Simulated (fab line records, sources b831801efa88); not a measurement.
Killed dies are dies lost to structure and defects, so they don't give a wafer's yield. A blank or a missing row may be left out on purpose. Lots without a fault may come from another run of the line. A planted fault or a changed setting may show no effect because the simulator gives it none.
Chamber matching | flow sky130 | SKY_LI_CONTACT_CMP_02 on cmp-01: 4 sister chambers
The step polishes PSG. 8 wafers are shown with their chamber, then 6 later ones without.

WAFERS WITH THEIR CHAMBER
wafer  | chamber | motor_current_A (A) | time_to_endpoint_s (s)
L366.5 | 2       | 12.5                | 30.6
L367.1 | 1       | 12.5                | 31.3
L367.2 | 2       | 12.1                | 27.5
L370.1 | 1       | 12.6                | 30.7
L370.4 | 0       | 11.6                | 32.2
L370.5 | 3       | 11.4                | 32.2
L376.3 | 0       | 11.8                | 35.2
L376.5 | 3       | 11.5                | 30.9

WAFERS WITHOUT THEIR CHAMBER
wafer  | motor_current_A (A) | time_to_endpoint_s (s)
L383.3 | 11.6                | 33.5
L383.4 | 12.5                | 29.3
L383.5 | 12.1                | 29.0
L384.2 | 12.5                | 34.5
L384.4 | 11.7                | 30.2
L384.5 | 12.2                | 30.3

WHICH CHAMBER EACH WENT THROUGH
wafer  | from the rows above          | in truth
L383.3 | can't be placed: 0 or 3      | 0
L383.4 | can't be placed: 1 or 2      | 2
L383.5 | can't be placed: 2 or 1      | 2
L384.2 | can't be placed: 1 or 2      | 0
L384.4 | can't be placed: 3 or 0 or 2 | 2
L384.5 | can't be placed: 2 or 1      | 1
Placed correctly: 0 of 6. Can't be placed from these rows: 6 (the true chamber is among the candidates in 5). Placed wrongly: 0.
How it was worked out, from the rows above alone: a wafer's distance from a chamber is the root of the sum, over the readings, of the square of ((its reading less the chamber's mean) divided by the reading's scatter). The wafer belongs to the nearest chamber; if the next one is less than 2 further off, it can't be placed. A chamber's mean is the mean of its shown wafers. The scatter: the root of (the sum of the squares of (reading less its chamber's mean) over the shown wafers, divided by (wafers less chambers)).
